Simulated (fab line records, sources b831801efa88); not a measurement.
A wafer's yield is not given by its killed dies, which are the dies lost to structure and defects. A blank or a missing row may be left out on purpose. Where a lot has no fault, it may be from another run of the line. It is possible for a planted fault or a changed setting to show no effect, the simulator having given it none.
Problem report, 8D (eight disciplines) form, completed by code ; flow gf180mcu ; the parts of the form that need people (team, actions taken, sign-off) are left out

1. PROBLEM STATEMENT
MVSD_TW at GF_MVSD_TW_MEAS_11 reads a mean of 30 on 3 wafers of 1 lot; wafers without a fault read 1575 with a standard deviation of 9. So: -99 or more standard deviations from the usual mean.
First observed at day 6 16:37: wafer L218.2, on film metro-03. At this step, 39 wafers from 13 lots have a number in the record. By rule, "out" or "out of limits" means more than 4 standard deviations away from the usual mean. The other wafers with a number count as sound.

2. WHAT IT IS, WHAT IT ISN'T
question;is;is not
which readings at this step;MVSD_TW;-
which lots;L218;L210, L211, L212, L224, L225, L227, L228, L229, L230, L231, L232, L233
which wafers of those lots;all that have a number;-
read on which gauges;film metro-03;film metro-01, film metro-02
when;from day 6 16:37;"up to then (9 sound wafers); but 27 sound wafers of L224, L225, L227, L228, L229, L230, L231, L232, L233 came after"

3. WHAT RULES OUT EACH SUSPECT
Counting: a tool stays on the suspect list if, at a process step up to the reading, it processed all lots that are out and no sound lot following the first of them.
- the gauge at GF_MVSD_TW_MEAS_11 has been ruled out. All the wafers that are out were read on film metro-03, but those of them that GF_LVPWELL_STRIP_10 has rows for are out there too, on other tools.
- plasma asher-02 at GF_LVPWELL_STRIP_10 (strips in O2/N2): ruled out as a lasting fault. Sound lots L231 ran on it after its first lot that is out, L218 (day 6 01:12).
- plasma asher-01 at GF_MVSD_STRIP_10 (strips in O2/N2): ruled out as a lasting fault. Sound lots L229, L230, L233 ran on it after its first lot that is out, L218 (day 6 16:31).
Left after counting: nothing in the record.

4. THE CAUSE (what the simulator had put in)
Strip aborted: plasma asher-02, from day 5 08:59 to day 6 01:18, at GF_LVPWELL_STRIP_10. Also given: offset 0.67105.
Counting ruled it out, wrongly: the rule takes a fault to strike every lot that its tool runs from its start on, and this one did not.

5. THE CHAIN OF EFFECTS, in route order
Each row: a reading whose mean over the struck wafers that have a number lies more than 3 standard deviations from the usual. Only readings for which the record gives a usual standard deviation are gone through. hours: the time from each lot's start at the first step in this table that gives one to its start at this step, as a median over the lots. sigmas: the change in usual standard deviations.
hours;step;reading;usual;on struck wafers;change;sigmas
0;GF_LVPWELL_STRIP_10;oes product au;0.723 a.u.;0.948;+0.225;+52
15;GF_MVSD_STRIP_10;strip time to endpoint s;36.97 s;55.43;+18.46;+99 or more
15;GF_MVSD_TW_MEAS_11;MVSD_TW;1575;30;-1545;-99 or more
Its process steps:
- GF_LVPWELL_STRIP_10: strips in O2/N2.
- GF_MVSD_STRIP_10: strips in O2/N2.
Readings that are blank on the struck wafers while sound wafers have them: strip time to endpoint s at GF_LVPWELL_STRIP_10.
At these later measuring or inspecting steps, every struck wafer for which the step has a row has a number for every such reading, and none has moved that far: GF_V1_RS_MEAS_24.

6. WHAT WOULD HAVE CAUGHT IT SOONER
In this record the first reading out of limits at a measuring or inspecting step was taken at day 6 16:37, 32 hours after the fault began at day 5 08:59.
At GF_LVPWELL_STRIP_10, the tool's own readings (oes product au) were out on each struck wafer the step has a row for, so an alarm limit on them would have fired on the first such wafer.
